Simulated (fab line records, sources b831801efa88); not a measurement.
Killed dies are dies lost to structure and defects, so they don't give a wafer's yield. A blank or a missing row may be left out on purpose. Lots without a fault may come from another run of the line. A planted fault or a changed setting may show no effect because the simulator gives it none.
fab line records | flow sky130
record lots=12 wafers=36 last_day=49
route steps=708 shown VIA1@458 METAL2@489 PAD_OPEN@708
lots that met no fault: from a run of the same line without faults
start_h: hours from the record's first day to the start of the lot's first wafer shown | wait_h: hours since the lot's step before | " the same as in the row above | L1.1+2: a row that stands for several wafers | - no value, or no start given | * or withheld: withheld | < > ~ a bound
route shown NAME@n: a module of which the file shows steps, and the number in the route of the first | usual: mean/standard deviation of fault-free wafers | same: alike in all rows | chamber/n: place in a boat | sites: the reading at each site | _std_site: their standard deviation | _edge_site: outer sites' mean less inner sites' | radius_mm: how far each site lies from the wafer's centre | mask NAME#n: copy n | behind: the tool/chamber that last shaped the wafer | hold: why the lot was held/for how many hours/how that ended | device: the transistor (n, p or np) that didn't switch | end of line: the same wafers' tests at the end of the route | a step without rows: its recipe alone | killed: dies lost to structure and defects at the first sort, not the wafer's yield | map: a wafer's dies, x killed, . not, _ none there
set.NAME: the setting as run; set.NAME@STEP: as run at that earlier step | model.NAME: the simulator's own value behind a step, which no gauge read
steps of the route over a sample of lots; a table a step, a row a wafer
services: from which hour (start_h, from the record's first day; less than 0 if before it) a tool's chamber was out of use, for how many hours, and why
## steps
# step SKY_VIA1_HDPCVD_00
# recipe material=SiO2 target_thk_nm=1030 sigma_open_frac=0.3 time_s=171.7 temp_c=400 sih4_flow_sccm=60 pressure_mtorr=6
# usual sih4_flow_sccm=59.99/0.19
# columns lot.wafer tool chamber start_h wait_h sih4_flow_sccm
L748.2 hdpcvd-01 1 762.04 0.0 60.20
L748.4 " 0 " " 59.75
L748.5 " 1 " " 60.07
L750.3 hdpcvd-01 2 783.74 0.0 59.97
L750.4 " 2 " " 59.63
L750.5 " 0 " " 60.21
L751.1 hdpcvd-01 1 794.29 0.0 60.02
L751.4 " 2 " " 59.87
L751.5 " 0 " " 60.34
L752.4 hdpcvd-02 2 809.58 0.1 59.98
L752.5 " 1 " " 59.89
L752.6 " 0 " " 60.30
L753.2 hdpcvd-02 1 817.66 0.0 59.98
L753.4 " 1 " " 60.18
L753.6 " 0 " " 60.13
L754.1 hdpcvd-02 0 825.22 0.0 60.19
L754.5 " 0 " " 60.26
L754.6 " 2 " " 60.14
L756.1 hdpcvd-02 2 835.19 0.0 59.97
L756.3 " 0 " " 60.03
L756.5 " 2 " " 59.75
L758.1 hdpcvd-02 2 855.49 0.0 60.08
L758.3 " 0 " " 59.92
L758.4 " 2 " " 60.07
L759.2 hdpcvd-01 1 857.94 0.0 60.08
L759.3 " 0 " " 59.75
L759.6 " 2 " " 60.02
L761.1 hdpcvd-01 0 871.96 0.0 60.06
L761.2 " 2 " " 59.86
L761.4 " 0 " " 60.17
L766.1 hdpcvd-01 1 907.09 0.0 60.28
L766.2 " 2 " " 59.95
L766.3 " 0 " " 29.76
L767.1 hdpcvd-01 1 910.68 0.1 59.63
L767.3 " 0 " " 29.87
L767.5 " 0 " " 30.10
# step SKY_VIA1_THK_MEAS_01
# recipe reads=SiO2_of_VIA1_HDPCVD_00
# usual VIA1_HDPCVD_THK=1024/10
# columns lot.wafer tool chamber start_h wait_h VIA1_HDPCVD_THK[nm]
L748.2 film_metro-01 - 762.16 0.1 1002
L748.4 " - " " 1010
L748.5 " - " " 1020
L750.3 film_metro-01 - 783.88 0.1 1025
L750.4 " - " " 1028
L750.5 " - " " 1026
L751.1 film_metro-03 - 794.40 0.1 1011
L751.4 " - " " 1029
L751.5 " - " " 1027
L752.4 film_metro-01 - 809.66 0.0 1030
L752.5 " - " " 1025
L752.6 " - " " 1016
L753.2 film_metro-01 - 817.78 0.1 1018
L753.4 " - " " 1026
L753.6 " - " " 1023
L754.1 film_metro-04 - 825.33 0.1 999
L754.5 " - " " 1008
L754.6 " - " " 1012
L756.1 film_metro-04 - 835.31 0.1 1025
L756.3 " - " " 1015
L756.5 " - " " 1014
L758.1 film_metro-03 - 855.60 0.1 1016
L758.3 " - " " 1025
L758.4 " - " " 1017
L759.2 film_metro-04 - 858.06 0.1 1008
L759.3 " - " " 1023
L759.6 " - " " 1028
L761.1 film_metro-01 - 872.07 0.1 1016
L761.2 " - " " 1025
L761.4 " - " " 1030
L766.1 film_metro-01 - 907.20 0.1 1009
L766.2 " - " " 1020
L766.3 " - " " 520
L767.1 film_metro-03 - 910.79 0.1 1005
L767.3 " - " " 511
L767.5 " - " " 515
# step SKY_VIA1_CD_MEAS_12
# recipe target_cd_nm=150
# usual cd_nm=149.6/1.6
# columns lot.wafer tool chamber start_h wait_h cd_nm
L748.2 cd_sem-02 - 789.58 - 149.1
L748.4 " - " " 148.7
L748.5 " - " " 147.7
L750.3 cd_sem-01 - 811.24 - 151.1
L750.4 " - " " 149.4
L750.5 " - " " 150.8
L751.1 cd_sem-02 - 821.45 - 149.0
L751.4 " - " " 147.4
L751.5 " - " " 148.9
L752.4 cd_sem-01 - 836.24 - 151.0
L752.5 " - " " 150.2
L752.6 " - " " 150.1
L753.2 cd_sem-01 - 844.85 - 149.0
L753.4 " - " " 148.9
L753.6 " - " " 147.9
L754.1 cd_sem-02 - 852.31 - 148.5
L754.5 " - " " 147.5
L754.6 " - " " 147.6
L756.1 cd_sem-01 - 862.18 - 151.0
L756.3 " - " " 150.3
L756.5 " - " " 150.3
L758.1 cd_sem-01 - 882.56 - 149.4
L758.3 " - " " 153.2
L758.4 " - " " 151.0
L759.2 cd_sem-01 - 884.23 - 150.2
L759.3 " - " " 150.4
L759.6 " - " " 149.4
L761.1 cd_sem-02 - 897.87 - 150.9
L761.2 " - " " 151.9
L761.4 " - " " 153.0
L766.1 cd_sem-02 - 932.68 - 152.3
L766.2 " - " " 151.4
L766.3 " - " " 152.5
L767.1 cd_sem-01 - 935.78 - 150.4
L767.3 " - " " 149.1
L767.5 " - " " 151.2
# step SKY_VIA1_STRIP_16
# recipe chemistry=O2/N2 power_w=1400 pressure_mtorr=1500 platen_temp_c=withheld o2_flow_sccm=3000 n2_flow_sccm=300 overash_fraction=0.5
# usual drypump_motor_current_A=5.8/0.32 oes_product_au=0.416/0.0046 strip_time_to_endpoint_s=4.457/0.02
# columns lot.wafer tool chamber start_h wait_h drypump_motor_current_A oes_product_au rf_hours_counter_h strip_time_to_endpoint_s
L748.2 plasma_asher-04 0 789.80 0.0 5.6 0.409 36 4.446
L748.4 " 0 " " 5.6 0.416 - 4.512
L748.5 " 0 " " 5.6 0.417 - 4.454
L750.3 plasma_asher-04 1 811.48 0.1 5.9 0.411 - 4.475
L750.4 " 0 " " 5.7 0.413 - 4.467
L750.5 " 1 " " 5.9 0.422 - 4.486
L751.1 plasma_asher-01 0 821.70 0.0 6.4 0.419 99 4.477
L751.4 " 1 " " 5.5 0.411 - 4.448
L751.5 " 1 " " 5.6 0.409 - 4.477
L752.4 plasma_asher-04 0 836.46 0.1 5.6 0.413 - 4.441
L752.5 " 1 " " 5.9 0.421 - 4.464
L752.6 " 0 " " 5.6 0.416 - 4.425
L753.2 plasma_asher-01 0 845.08 0.0 6.4 0.416 102 4.422
L753.4 " 1 " " 5.6 0.411 - 4.446
L753.6 " 0 " " 6.4 0.413 - 4.449
L754.1 plasma_asher-02 1 852.55 0.0 5.4 0.416 68 4.428
L754.5 " 0 " " 5.6 0.408 - 4.428
L754.6 " 1 " " 5.5 0.415 - 4.443
L756.1 plasma_asher-04 1 862.43 0.0 5.9 0.419 43 4.458
L756.3 " 1 " " 5.9 0.422 - 4.434
L756.5 " 1 " " 5.9 0.425 - 4.481
L758.1 plasma_asher-04 1 882.80 0.0 5.9 0.423 45 4.490
L758.3 " 1 " " 5.9 0.416 - 4.476
L758.4 " 0 " " 5.6 0.418 - 4.465
L759.2 plasma_asher-04 0 884.45 0.0 5.6 0.412 45 4.456
L759.3 " 1 " " 5.9 0.416 - 4.481
L759.6 " 0 " " 5.6 0.413 - 4.438
L761.1 plasma_asher-04 1 898.12 0.0 5.9 0.419 47 4.488
L761.2 " 0 " " 5.7 0.422 47 4.474
L761.4 " 1 " " 5.9 0.412 - 4.466
L766.1 plasma_asher-01 1 932.93 0.0 5.6 0.426 110 4.466
L766.2 " 0 " " 6.4 0.408 110 4.464
L766.3 " 1 " " 5.6 0.415 - 4.465
L767.1 plasma_asher-01 0 936.03 0.0 6.4 0.412 111 4.475
L767.3 " 0 " " 6.4 0.410 - 4.436
L767.5 " 0 " " 6.4 0.421 - 4.432
# step SKY_METAL2_THK_MEAS_06
# recipe thk_meas_gauge=xrf reads=AlCu_of_METAL2_SPUTTER_02
# usual METAL2_ALCU_THK=246.6/2.7
# columns lot.wafer tool chamber start_h wait_h METAL2_ALCU_THK[nm]
L748.2 film_metro-04 - 791.34 0.1 248.9
L748.4 " - " " 246.0
L748.5 " - " " 247.1
L750.3 film_metro-04 - 813.03 0.1 244.9
L750.4 " - " " 246.6
L750.5 " - " " 246.9
L751.1 film_metro-02 - 823.18 0.1 243.8
L751.4 " - " " 241.0
L751.5 " - " " 246.1
L752.4 film_metro-04 - 837.95 0.1 250.5
L752.5 " - " " 248.1
L752.6 " - " " 246.0
L753.2 film_metro-04 - 846.70 0.1 249.5
L753.4 " - " " 249.0
L753.6 " - " " 246.6
L754.1 film_metro-02 - 854.08 0.1 245.2
L754.5 " - " " 241.9
L754.6 " - " " 246.0
L756.1 film_metro-04 - 864.27 0.1 249.3
L756.3 " - " " 248.4
L756.5 " - " " 247.7
L758.1 film_metro-04 - 884.63 0.1 245.7
L758.3 " - " " 242.5
L758.4 " - " " 241.1
L759.2 film_metro-04 - 886.29 0.1 244.4
L759.3 " - " " 243.8
L759.6 " - " " 246.6
L761.1 film_metro-03 - 899.70 0.1 244.4
L761.2 " - " " 242.6
L761.4 " - " " 244.7
L766.1 film_metro-03 - 934.54 0.1 246.2
L766.2 " - " " 242.4
L766.3 " - " " 244.5
L767.1 film_metro-04 - 937.51 0.1 248.3
L767.3 " - " " 245.4
L767.5 " - " " 251.6
# step SKY_PAD_OPEN_PROBE_99
# usual defect_limited_yield=82.6/2.2 killed_at_M0_to_M3=43/7.9 killed_at_M4_up=2.9/1.8 killed_at_contacts=24/5.5 killed_at_front_end=15/4.2 killed_at_other=0.2/0.46 killed_dies=86/11 killed_on_rim=17/4.1 killed_open=47/8.1 killed_short=39/6.4
# same gross_dies=492 killed_at_back_side=0
# columns lot.wafer tool chamber start_h wait_h defect_limited_yield[%] killed_at_M0_to_M3 killed_at_M4_up killed_at_contacts killed_at_front_end killed_at_other killed_dies killed_on_rim killed_open killed_short
L748.2 prober-01 - 1078.05 0.1 86.8 28 4 22 11 0 65 11 36 29
L748.4 prober-01 - 1078.15 0.2 79.9 48 3 30 18 0 99 21 56 43
L748.5 prober-01 - 1078.20 0.2 82.7 44 6 24 11 0 85 15 41 44
L750.3 prober-01 - 1092.94 0.2 80.1 41 3 35 19 0 98 18 51 47
L750.4 prober-01 - 1092.99 0.2 81.5 48 2 20 21 0 91 20 54 37
L750.5 prober-01 - 1093.04 0.2 83.9 31 3 31 14 0 79 22 41 38
L751.1 prober-02 - 1100.20 0.1 80.1 48 3 27 19 1 98 17 57 41
L751.4 prober-02 - 1100.35 0.2 84.1 45 3 19 11 0 78 8 42 36
L751.5 prober-02 - 1100.40 0.2 80.9 50 4 22 18 0 94 24 52 42
L752.4 prober-01 - 1111.31 0.2 82.9 47 1 19 16 1 84 11 47 37
L752.5 prober-01 - 1111.36 0.2 82.5 34 2 28 22 0 86 16 49 37
L752.6 prober-01 - 1111.41 0.2 81.9 35 4 37 12 1 89 16 47 42
L753.2 prober-02 - 1118.31 0.1 85.0 39 0 24 11 0 74 11 40 34
L753.4 prober-02 - 1118.41 0.2 81.7 43 0 26 20 1 90 17 49 41
L753.6 prober-02 - 1118.51 0.2 79.3 47 1 30 24 0 102 20 69 33
L754.1 prober-02 - 1123.65 0.1 84.6 37 2 25 12 0 76 13 33 43
L754.5 prober-02 - 1123.85 0.2 82.5 50 2 23 11 0 86 21 46 40
L754.6 prober-02 - 1123.90 0.2 80.3 46 2 34 13 2 97 18 52 45
L756.1 prober-01 - 1131.55 0.1 83.9 41 4 18 16 0 79 12 41 38
L756.3 prober-01 - 1131.65 0.2 80.5 50 1 27 18 0 96 19 47 49
L756.5 prober-01 - 1131.75 0.2 85.4 32 1 24 15 0 72 15 40 32
L758.1 prober-01 - 1149.33 0.1 82.5 44 2 26 14 0 86 19 51 35
L758.3 prober-01 - 1149.43 0.2 84.3 37 0 28 12 0 77 16 40 37
L758.4 prober-01 - 1149.48 0.2 86.6 34 0 20 12 0 66 13 28 38
L759.2 prober-02 - 1149.73 0.1 83.1 45 4 21 13 0 83 16 35 48
L759.3 prober-02 - 1149.78 0.2 81.3 49 4 17 22 0 92 14 55 37
L759.6 prober-02 - 1149.93 0.2 86.0 32 1 21 15 0 69 14 33 36
L761.1 prober-02 - 1160.77 0.1 83.9 37 1 25 16 0 79 19 45 34
L761.2 prober-02 - 1160.82 0.1 82.3 37 3 31 16 0 87 20 47 40
L761.4 prober-02 - 1160.92 0.2 83.3 45 9 20 8 0 82 23 47 35
L766.1 prober-01 - 1182.61 0.1 81.7 44 5 26 14 1 90 19 48 42
L766.2 prober-01 - 1182.66 0.1 84.6 37 3 24 12 0 76 12 39 37
L766.3 prober-01 - 1182.71 0.2 83.1 48 4 24 7 0 83 14 40 43
L767.1 prober-02 - 1185.08 0.1 79.7 54 2 25 19 0 100 17 46 54
L767.3 prober-02 - 1185.18 0.2 82.5 34 6 23 23 0 86 24 37 49
L767.5 prober-02 - 1185.28 0.2 83.9 43 1 21 14 0 79 18 44 35
# killed by level:class
L748.2 CONTACT:geometric_particle:open=9 VIA1:geometric_particle:open=7 CONTACT:geometric_particle:short=5 LI_CONTACT:geometric_particle:open=4 METAL1:geometric_particle:open=4 VIA1:geometric_particle:short=4 METAL4:geometric_particle:short=4 VIA2:geometric_particle:short=3
L748.4 VIA1:geometric_particle:open=14 CONTACT:geometric_particle:open=12 LI_CONTACT:geometric_particle:open=7 VIA3:geometric_particle:open=7 POLY_GATE:geometric_particle:open=6 LI_CONTACT:geometric_particle:short=5 VIA2:geometric_particle:open=5 VIA1:geometric_particle:short=5
L748.5 VIA1:geometric_particle:open=11 METAL2:geometric_particle:short=8 METAL1:geometric_particle:short=8 CONTACT:geometric_particle:open=7 VIA2:geometric_particle:open=7 LI_CONTACT:geometric_particle:open=5 CONTACT:geometric_particle:short=5 METAL4:geometric_particle:short=5
L750.3 VIA1:geometric_particle:open=18 CONTACT:geometric_particle:open=10 CONTACT:geometric_particle:short=9 POLY_GATE:geometric_particle:short=7 METAL1:geometric_particle:short=7 LOCAL_INTERCONNECT:geometric_particle:short=6 FIELD_ISO:geometric_particle:short=5 LI_CONTACT:geometric_particle:open=5
L750.4 VIA1:geometric_particle:open=15 CONTACT:geometric_particle:open=8 VIA2:geometric_particle:open=6 FIELD_ISO:geometric_particle:open=5 METAL1:geometric_particle:short=5 VIA3:geometric_particle:open=5 FIELD_ISO:geometric_particle:short=4 LI_CONTACT:geometric_particle:open=4
L750.5 CONTACT:geometric_particle:open=9 VIA3:geometric_particle:open=8 LI_CONTACT:geometric_particle:open=7 VIA1:geometric_particle:open=6 CONTACT:geometric_particle:short=5 POLY_GATE:geometric_particle:short=5 LI_CONTACT:geometric_particle:short=4 LOCAL_INTERCONNECT:geometric_particle:short=4
L751.1 VIA2:geometric_particle:open=14 VIA1:geometric_particle:open=12 CONTACT:geometric_particle:open=9 LI_CONTACT:geometric_particle:open=8 FIELD_ISO:geometric_particle:short=7 VIA1:geometric_particle:short=5 VIA3:geometric_particle:open=4 LI_CONTACT:geometric_particle:short=4
L751.4 VIA1:geometric_particle:open=18 CONTACT:geometric_particle:short=7 CONTACT:geometric_particle:open=7 METAL3:geometric_particle:short=7 METAL2:geometric_particle:short=6 METAL1:geometric_particle:short=4 VIA2:geometric_particle:open=4 FIELD_ISO:geometric_particle:open=3
L751.5 VIA2:geometric_particle:open=13 VIA1:geometric_particle:open=8 FIELD_ISO:geometric_particle:short=7 CONTACT:geometric_particle:open=7 VIA1:geometric_particle:short=6 FIELD_ISO:geometric_particle:open=5 CONTACT:geometric_particle:short=5 METAL1:geometric_particle:short=5
L752.4 VIA1:geometric_particle:open=13 CONTACT:geometric_particle:open=8 METAL2:geometric_particle:short=7 FIELD_ISO:geometric_particle:short=6 VIA2:geometric_particle:open=6 VIA1:geometric_particle:short=5 POLY_GATE:geometric_particle:open=4 LI_CONTACT:geometric_particle:open=4
L752.5 LI_CONTACT:geometric_particle:open=9 CONTACT:geometric_particle:open=9 FIELD_ISO:geometric_particle:open=7 VIA3:geometric_particle:open=6 METAL1:geometric_particle:short=6 METAL2:geometric_particle:short=6 FIELD_ISO:geometric_particle:short=5 POLY_GATE:geometric_particle:open=5
L752.6 CONTACT:geometric_particle:open=11 LI_CONTACT:geometric_particle:open=10 VIA1:geometric_particle:open=10 VIA1:geometric_particle:short=9 CONTACT:geometric_particle:short=8 LOCAL_INTERCONNECT:geometric_particle:short=5 FIELD_ISO:geometric_particle:open=4 VIA2:geometric_particle:open=4
L753.2 VIA1:geometric_particle:open=8 LI_CONTACT:geometric_particle:open=7 CONTACT:geometric_particle:open=6 VIA3:geometric_particle:open=6 LOCAL_INTERCONNECT:geometric_particle:short=5 METAL1:geometric_particle:short=5 VIA1:geometric_particle:short=4 METAL2:geometric_particle:short=4
L753.4 VIA1:geometric_particle:open=10 CONTACT:geometric_particle:open=8 LI_CONTACT:geometric_particle:open=8 METAL2:geometric_particle:short=8 POLY_GATE:geometric_particle:open=6 FIELD_ISO:geometric_particle:open=5 VIA1:geometric_particle:short=5 CONTACT:geometric_particle:short=5
L753.6 CONTACT:geometric_particle:open=15 VIA1:geometric_particle:open=12 POLY_GATE:geometric_particle:open=11 VIA1:geometric_particle:short=6 LI_CONTACT:geometric_particle:open=6 VIA2:geometric_particle:open=6 VIA3:geometric_particle:open=5 FIELD_ISO:geometric_particle:open=4
L754.1 METAL2:geometric_particle:short=8 CONTACT:geometric_particle:open=7 CONTACT:geometric_particle:short=7 VIA2:geometric_particle:open=7 LI_CONTACT:geometric_particle:open=6 FIELD_ISO:geometric_particle:short=5 POLY_GATE:geometric_particle:short=5 VIA3:geometric_particle:open=5
L754.5 VIA1:geometric_particle:open=12 CONTACT:geometric_particle:open=9 METAL1:geometric_particle:short=9 VIA3:geometric_particle:open=7 VIA2:geometric_particle:open=6 VIA3:geometric_particle:short=5 FIELD_ISO:geometric_particle:short=4 LI_CONTACT:geometric_particle:open=4
L754.6 CONTACT:geometric_particle:open=10 VIA1:geometric_particle:open=10 LI_CONTACT:geometric_particle:open=7 LOCAL_INTERCONNECT:geometric_particle:short=7 VIA3:geometric_particle:open=7 VIA2:geometric_particle:open=5 POLY_GATE:geometric_particle:short=5 VIA1:geometric_particle:short=5
L756.1 VIA1:geometric_particle:open=10 CONTACT:geometric_particle:open=7 METAL2:geometric_particle:short=5 VIA2:geometric_particle:open=5 LI_CONTACT:geometric_particle:open=5 METAL1:geometric_particle:short=5 VIA1:geometric_particle:short=5 FIELD_ISO:geometric_particle:open=4
L756.3 CONTACT:geometric_particle:open=12 VIA3:geometric_particle:short=9 METAL2:geometric_particle:short=8 LI_CONTACT:geometric_particle:open=7 VIA3:geometric_particle:open=7 VIA2:geometric_particle:open=6 POLY_GATE:geometric_particle:short=5 VIA1:geometric_particle:open=5
L756.5 CONTACT:geometric_particle:open=11 METAL2:geometric_particle:short=9 LI_CONTACT:geometric_particle:open=6 VIA2:geometric_particle:open=4 VIA1:geometric_particle:open=4 VIA3:geometric_particle:open=4 FIELD_ISO:geometric_particle:short=3 FIELD_ISO:geometric_particle:open=3
L758.1 CONTACT:geometric_particle:open=9 VIA1:geometric_particle:open=8 METAL2:geometric_particle:short=8 VIA1:geometric_particle:short=7 VIA3:geometric_particle:open=7 LI_CONTACT:geometric_particle:open=6 VIA2:geometric_particle:open=5 FIELD_ISO:geometric_particle:short=4
L758.3 LI_CONTACT:geometric_particle:open=8 VIA3:geometric_particle:open=8 CONTACT:geometric_particle:open=7 POLY_GATE:geometric_particle:short=6 CONTACT:geometric_particle:short=6 VIA1:geometric_particle:open=6 METAL2:geometric_particle:short=5 LI_CONTACT:geometric_particle:short=4
L758.4 CONTACT:geometric_particle:open=9 METAL2:geometric_particle:short=9 VIA3:geometric_particle:open=6 FIELD_ISO:geometric_particle:short=5 VIA1:geometric_particle:open=5 LOCAL_INTERCONNECT:geometric_particle:short=4 CONTACT:geometric_particle:short=4 METAL1:geometric_particle:short=4
L759.2 CONTACT:geometric_particle:open=7 VIA1:geometric_particle:open=7 METAL2:geometric_particle:short=7 VIA2:geometric_particle:open=7 LOCAL_INTERCONNECT:geometric_particle:short=6 VIA3:geometric_particle:short=5 FIELD_ISO:geometric_particle:short=4 FIELD_ISO:geometric_particle:open=4
L759.3 VIA1:geometric_particle:open=11 VIA3:geometric_particle:open=9 VIA2:geometric_particle:open=8 FIELD_ISO:geometric_particle:open=6 CONTACT:geometric_particle:open=6 FIELD_ISO:geometric_particle:short=5 VIA1:geometric_particle:short=5 LI_CONTACT:geometric_particle:open=4
L759.6 VIA1:geometric_particle:open=9 CONTACT:geometric_particle:open=8 CONTACT:geometric_particle:short=7 VIA1:geometric_particle:short=7 POLY_GATE:geometric_particle:short=5 METAL1:geometric_particle:short=4 VIA2:geometric_particle:open=4 FIELD_ISO:geometric_particle:open=3
L761.1 CONTACT:geometric_particle:open=14 VIA1:geometric_particle:open=8 VIA1:geometric_particle:short=6 METAL1:geometric_particle:short=6 VIA3:geometric_particle:open=5 METAL2:geometric_particle:short=5 FIELD_ISO:geometric_particle:short=4 LOCAL_INTERCONNECT:geometric_particle:short=4
L761.2 VIA1:geometric_particle:open=9 LI_CONTACT:geometric_particle:open=9 CONTACT:geometric_particle:open=8 VIA3:geometric_particle:open=8 METAL2:geometric_particle:short=7 LOCAL_INTERCONNECT:geometric_particle:short=5 CONTACT:geometric_particle:short=5 POLY_GATE:geometric_particle:open=4
L761.4 VIA1:geometric_particle:open=14 VIA3:geometric_particle:open=10 METAL4:geometric_particle:short=7 LI_CONTACT:geometric_particle:open=6 FIELD_ISO:geometric_particle:short=4 CONTACT:geometric_particle:open=4 METAL1:geometric_particle:short=4 LI_CONTACT:geometric_particle:short=3
L766.1 LI_CONTACT:geometric_particle:open=10 METAL1:geometric_particle:short=7 VIA1:geometric_particle:open=7 CONTACT:geometric_particle:open=6 VIA1:geometric_particle:short=6 VIA3:geometric_particle:open=5 VIA2:geometric_particle:short=5 FIELD_ISO:geometric_particle:open=4
L766.2 CONTACT:geometric_particle:open=8 VIA1:geometric_particle:open=8 METAL2:geometric_particle:short=8 LI_CONTACT:geometric_particle:open=5 LOCAL_INTERCONNECT:geometric_particle:short=5 METAL1:geometric_particle:short=5 VIA2:geometric_particle:open=5 FIELD_ISO:geometric_particle:open=4
L766.3 VIA1:geometric_particle:open=13 LI_CONTACT:geometric_particle:open=6 CONTACT:geometric_particle:short=6 VIA2:geometric_particle:open=6 CONTACT:geometric_particle:open=5 METAL3:geometric_particle:short=5 METAL2:geometric_particle:short=5 VIA2:geometric_particle:short=5
L767.1 VIA1:geometric_particle:open=15 LOCAL_INTERCONNECT:geometric_particle:short=7 CONTACT:geometric_particle:open=7 METAL3:geometric_particle:short=7 FIELD_ISO:geometric_particle:open=6 VIA1:geometric_particle:short=6 CONTACT:geometric_particle:short=5 METAL2:geometric_particle:short=5
L767.3 POLY_GATE:geometric_particle:short=8 VIA1:geometric_particle:open=8 METAL2:geometric_particle:short=8 FIELD_ISO:geometric_particle:short=7 LI_CONTACT:geometric_particle:open=7 CONTACT:geometric_particle:open=7 VIA1:geometric_particle:short=4 METAL1:geometric_particle:short=4
L767.5 CONTACT:geometric_particle:open=9 METAL3:geometric_particle:short=7 METAL2:geometric_particle:short=7 FIELD_ISO:geometric_particle:open=6 VIA1:geometric_particle:short=6 VIA1:geometric_particle:open=6 VIA3:geometric_particle:open=6 LI_CONTACT:geometric_particle:open=4
## services
# columns tool chamber start_h hours kind
hdpcvd-02 - 786.17 0.6 repair
plasma_asher-02 - 804.10 0.6 repair
plasma_asher-02 - 825.14 4.0 pm
plasma_asher-04 - 830.09 0.3 repair
plasma_asher-02 - 832.77 9.1 repair
hdpcvd-01 1 860.31 10.5 repair
hdpcvd-02 - 907.10 6.0 pm
hdpcvd-01 - 908.54 0.8 repair
## key
first_sign step=SKY_VIA1_HDPCVD_00 reading=sih4_flow_sccm direction=down sigmas=99+ usual=59.99 struck=29.91
effect step=SKY_VIA1_THK_MEAS_01 reading=VIA1_HDPCVD_THK direction=down sigmas=49 usual=1024 struck=515
met_at SKY_VIA1_HDPCVD_00
struck_lots L766,L767
struck_wafers L766.3,L767.3,L767.5
not_acting_at SKY_VIA1_CD_MEAS_12,SKY_VIA1_STRIP_16,SKY_METAL2_THK_MEAS_06
onset_between 871.96 907.09
fault kind=process_parameter_drift tool=hdpcvd-01 chamber=0 onset_h=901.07 steps=SKY_VIA1_HDPCVD_00 channel=sih4_flow_sccm offset=-30 shape=step end_h=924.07 acts_in=these_recipes_only stated=60
